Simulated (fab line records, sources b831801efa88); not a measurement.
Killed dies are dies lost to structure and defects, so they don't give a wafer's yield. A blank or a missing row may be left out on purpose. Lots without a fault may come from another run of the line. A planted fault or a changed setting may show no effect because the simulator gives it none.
Which tool did it? | flow sfq_line | 13 lots, 39 wafers sampled, at 7 steps of a route of 325

WHAT THE GAUGES READ, wafer by wafer
SFQ_I3_BOW_MEAS_922.
lot  | measured     | on            | I3_BOW (um)
L436 | day 38 09:56 | film_metro-01 | -3 -7 3
L437 | day 38 20:32 | film_metro-01 | -5 -5 -6
L440 | day 44 23:04 | film_metro-02 | 20 8 19 - - -
L443 | day 45 14:04 | film_metro-04 | 4 8 7
L449 | day 47 00:04 | film_metro-02 | -4 10 0
L452 | day 47 12:04 | film_metro-04 | 24 18 9
L453 | day 48 00:04 | film_metro-02 | 8 13 7
L454 | day 51 15:29 | film_metro-02 | -10 9 -1
L455 | day 52 02:07 | film_metro-02 | 6 -7 6
L456 | day 52 09:17 | film_metro-01 | 17 13 19
L457 | day 52 16:31 | film_metro-01 | 4 14 15
L458 | day 53 00:17 | film_metro-02 | 13 7 1
L459 | day 53 03:17 | film_metro-04 | 10 0 -3

SFQ_M8_BOW_MEAS_951.
lot  | measured     | on            | M8_BOW (um)
L436 | day 76 15:52 | film_metro-01 | -2 -4 5
L437 | day 76 21:52 | film_metro-01 | 1 1 1
L440 | day 78 12:01 | film_metro-04 | 26 13 26
L443 | day 80 23:08 | film_metro-03 | -3 2 -1
L449 | day 83 08:45 | film_metro-01 | 6 21 10
L452 | day 83 12:21 | film_metro-01 | 36 31 21
L453 | day 88 06:49 | film_metro-03 | 10 16 10
L454 | day 88 14:29 | film_metro-03 | -8 10 0
L455 | day 88 17:05 | film_metro-01 | 21 7 20
L456 | day 89 14:49 | film_metro-04 | 17 14 21
L457 | day 89 21:58 | film_metro-04 | 0 11 10
L458 | day 90 02:55 | film_metro-04 | 29 21 16
L459 | day 93 11:20 | film_metro-03 | 15 7 4

WHICH TOOL RAN EACH LOT (tool, then ch and the chambers of the sampled wafers, then the start)
lot  | SFQ_TRILAYER_I2_CMP_CMP_064   | SFQ_TRILAYER_I3_CMP_CMP_082   | SFQ_TRILAYER_I3_METRO_MEASURE_083 | SFQ_TRILAYER_I3_VIA_ETCH_VIA_ETCH_088 | SFQ_TRILAYER_I7_DEP_PECVD_183
L436 | cmp-01 ch 0,2,3, day 35 22:26 | cmp-01 ch 0,1,2, day 38 06:56 | film_metro-01, day 38 10:03       | rie_diel-02 ch 0,1,3, day 43 22:09    | pecvd-04 ch 0,2, day 71 14:05
L437 | cmp-01 ch 0,1,3, day 37 01:56 | cmp-02 ch 1,2,3, day 38 18:32 | film_metro-01, day 38 20:39       | rie_diel-03 ch 0,1,2, day 43 23:21    | pecvd-04 ch 0,1, day 71 19:52
L440 | cmp-01 ch 0,1,2, day 38 16:56 | cmp-01 ch 0,1,3, day 44 21:01 | film_metro-02, day 45 03:47       | rie_diel-03 ch 0,2, day 49 10:20      | pecvd-01 ch 0,2, day 73 03:04
L443 | cmp-02 ch 1,2, day 39 08:32   | cmp-02 ch 0,2,3, day 45 11:04 | film_metro-04, day 45 14:11       | rie_diel-04 ch 0,1,3, day 49 23:32    | pecvd-01 ch 1,2, day 76 02:33
L449 | cmp-01 ch 0,3, day 40 08:48   | cmp-02 ch 0,2,3, day 46 21:34 | film_metro-02, day 47 00:11       | rie_diel-02 ch 0,1, day 51 06:17      | pecvd-03 ch 0,1, day 82 07:46
L452 | cmp-01 ch 0,1,2, day 40 17:48 | cmp-02 ch 1,2, day 47 09:04   | film_metro-04, day 47 12:11       | rie_diel-02 ch 2,3, day 52 04:06      | pecvd-03 ch 1,2, day 82 20:10
L453 | cmp-01 ch 0,1,2, day 40 21:18 | cmp-02 ch 1,2,3, day 47 21:04 | film_metro-02, day 48 00:11       | rie_diel-02 ch 1,2, day 52 16:40      | pecvd-01 ch 1,2, day 87 04:11
L454 | cmp-01 ch 1,2,3, day 41 12:58 | cmp-02 ch 0,3, day 51 12:29   | film_metro-02, day 51 15:37       | rie_diel-02 ch 0,2,3, day 56 07:36    | pecvd-04 ch 0,2, day 88 01:47
L455 | cmp-01 ch 0,1,2, day 42 07:06 | cmp-02 ch 0,1,2, day 52 00:05 | film_metro-02, day 52 02:25       | rie_diel-02 ch 0,2,3, day 56 18:24    | pecvd-03 ch 0,1,2, day 88 05:31
L456 | cmp-02 ch 0,3, day 42 10:54   | cmp-01 ch 1,2,3, day 52 06:47 | film_metro-01, day 52 09:25       | rie_diel-02 ch 2,3, day 57 04:00      | pecvd-01 ch 0,2, day 89 01:55
L457 | cmp-02 ch 1,3, day 42 17:26   | cmp-01 ch 1,2, day 52 13:59   | film_metro-01, day 52 16:49       | rie_diel-02 ch 1,3, day 57 12:31      | pecvd-04 ch 0,1, day 89 09:10
L458 | cmp-02 ch 1,2, day 43 00:08   | cmp-02 ch 0,2,3, day 52 22:47 | film_metro-02, day 53 00:25       | rie_diel-02 ch 2,3, day 57 19:51      | pecvd-03 ch 0,2, day 89 15:10
L459 | cmp-01 ch 0,3, day 43 07:48   | cmp-02 ch 1,2, day 53 00:47   | film_metro-04, day 53 03:25       | rie_diel-03 ch 0,2,3, day 57 22:15    | pecvd-01 ch 0,1,2, day 90 06:19
- SFQ_TRILAYER_I2_CMP_CMP_064: polishes SiO2.
- SFQ_TRILAYER_I3_CMP_CMP_082: polishes SiO2.
- SFQ_TRILAYER_I3_METRO_MEASURE_083
- SFQ_TRILAYER_I3_VIA_ETCH_VIA_ETCH_088: etches SiO2 in CHF3, stops on Nb, target depth 260 nm.
- SFQ_TRILAYER_I7_DEP_PECVD_183: deposits SiO2 from SiH4/N2O, time 111.11 s, target thk 500 nm.

WHAT THE TOOLS THEMSELVES READ (means of the sampled wafers that have a number; where no wafer has one, the mark that the record gives instead)
SFQ_TRILAYER_I2_CMP_CMP_064.
lot  | tool   | motor_current_A (A) | slurry_flow_ml_min | time_to_endpoint_s (s)
L436 | cmp-01 | 9.8                 | 149.9              | 207
L437 | cmp-01 | 9.7                 | 149.8              | 214
L440 | cmp-01 | 9.5                 | 150.1              | 200
L443 | cmp-02 | 8.9                 | 149.7              | 229
L449 | cmp-01 | 9.2                 | 150.1              | 203
L452 | cmp-01 | 9.7                 | 149.8              | 207
L453 | cmp-01 | 9.9                 | 149.4              | 199
L454 | cmp-01 | 10.4                | 150.1              | 196
L455 | cmp-01 | 9.7                 | 149.5              | 211
L456 | cmp-02 | 9.8                 | 149.8              | 205
L457 | cmp-02 | 9.0                 | 150.6              | 225
L458 | cmp-02 | 9.2                 | 149.6              | 218
L459 | cmp-01 | 9.5                 | 150.3              | 213

SFQ_TRILAYER_I3_CMP_CMP_082.
lot  | tool   | motor_current_A (A) | slurry_flow_ml_min | time_to_endpoint_s (s)
L436 | cmp-01 | 9.5                 | 149.7              | 212
L437 | cmp-02 | 9.6                 | 150.2              | 213
L440 | cmp-01 | 9.9                 | 150.2              | 207
L443 | cmp-02 | 10.4                | 150.0              | 214
L449 | cmp-02 | 10.1                | 150.2              | 208
L452 | cmp-02 | 9.8                 | 150.0              | 217
L453 | cmp-02 | 9.5                 | 150.2              | 220
L454 | cmp-02 | 9.7                 | 150.2              | 211
L455 | cmp-02 | 9.5                 | 150.2              | 220
L456 | cmp-01 | 10.6                | 149.4              | 217
L457 | cmp-01 | 10.2                | 150.3              | 212
L458 | cmp-02 | 10.4                | 149.9              | 211
L459 | cmp-02 | 9.6                 | 150.3              | 215

SFQ_TRILAYER_I3_METRO_MEASURE_083.
lot  | tool          | thk_nm (nm)
L436 | film_metro-01 | 198.9
L437 | film_metro-01 | 199.6
L440 | film_metro-02 | 217.8
L443 | film_metro-04 | 200.3
L449 | film_metro-02 | 199.7
L452 | film_metro-04 | 201.1
L453 | film_metro-02 | 201.2
L454 | film_metro-02 | 200.1
L455 | film_metro-02 | 200.1
L456 | film_metro-01 | 198.7
L457 | film_metro-01 | 198.9
L458 | film_metro-02 | 200.0
L459 | film_metro-04 | 199.2

SFQ_TRILAYER_I3_VIA_ETCH_VIA_ETCH_088.
lot  | tool        | drypump_motor_current_A (A) | oes_product_au (a.u.)
L436 | rie_diel-02 | 5.8                         | 0.850
L437 | rie_diel-03 | 6.1                         | 0.851
L440 | rie_diel-03 | 5.9                         | 0.899
L443 | rie_diel-04 | 5.8                         | 0.855
L449 | rie_diel-02 | 5.7                         | 0.853
L452 | rie_diel-02 | 6.3                         | 0.855
L453 | rie_diel-02 | 5.5                         | 0.857
L454 | rie_diel-02 | 6.3                         | 0.853
L455 | rie_diel-02 | 6.2                         | 0.853
L456 | rie_diel-02 | 6.3                         | 0.853
L457 | rie_diel-02 | 5.9                         | 0.851
L458 | rie_diel-02 | 6.3                         | 0.857
L459 | rie_diel-03 | 6.1                         | 0.852

SFQ_TRILAYER_I7_DEP_PECVD_183.
lot  | tool     | chamber_pressure_Torr (Torr) | heater_power_w (W) | throttle_valve_pct (%)
L436 | pecvd-04 | 2.396                        | 76                 | 24.3
L437 | pecvd-04 | 2.401                        | 78                 | 25.7
L440 | pecvd-01 | 2.397                        | 83                 | 23.7
L443 | pecvd-01 | 2.400                        | 69                 | 24.1
L449 | pecvd-03 | 2.404                        | 83                 | 22.2
L452 | pecvd-03 | 2.406                        | 89                 | 23.6
L453 | pecvd-01 | 2.397                        | 74                 | 24.9
L454 | pecvd-04 | 2.400                        | 71                 | 22.1
L455 | pecvd-03 | 2.401                        | 85                 | 23.5
L456 | pecvd-01 | 2.401                        | 78                 | 25.1
L457 | pecvd-04 | 2.396                        | 85                 | 23.2
L458 | pecvd-03 | 2.404                        | 88                 | 24.3
L459 | pecvd-01 | 2.397                        | 81                 | 25.2

THE ANSWER, worked out from the rows above alone
Rule: what is usual is taken from the lots themselves. Put in order of their means at a reading, lots are off if they are a third of the lots or fewer, leave a main group of 4 or more, and stand apart from it by a gap of 3 or more times the standard deviation of the main group's means; of several such gaps the widest counts. A main group whose means are all the same, to the digits that the tables above print for the reading, isn't used. A lot without any number at a reading at which 4 lots or more have one is off too. The other lots that the step has rows for count as sound. The gauges are gone through in route order, then the tools' own readings, and for those a lot's mean is taken as printed above. The first step at which some lot is off is used, and at that step the reading that is off furthest; a lot without a number counts as furthest.
Off: L440, at SFQ_TRILAYER_I3_METRO_MEASURE_083 (thk_nm). The main group: mean 199.8 nm, standard deviation 0.78.
A tool fits if, at that step or a process step before it, it ran every lot that is off, and no sound lot after the first of them. None of those tried fits.

WHAT THE SIMULATOR HAD PUT IN
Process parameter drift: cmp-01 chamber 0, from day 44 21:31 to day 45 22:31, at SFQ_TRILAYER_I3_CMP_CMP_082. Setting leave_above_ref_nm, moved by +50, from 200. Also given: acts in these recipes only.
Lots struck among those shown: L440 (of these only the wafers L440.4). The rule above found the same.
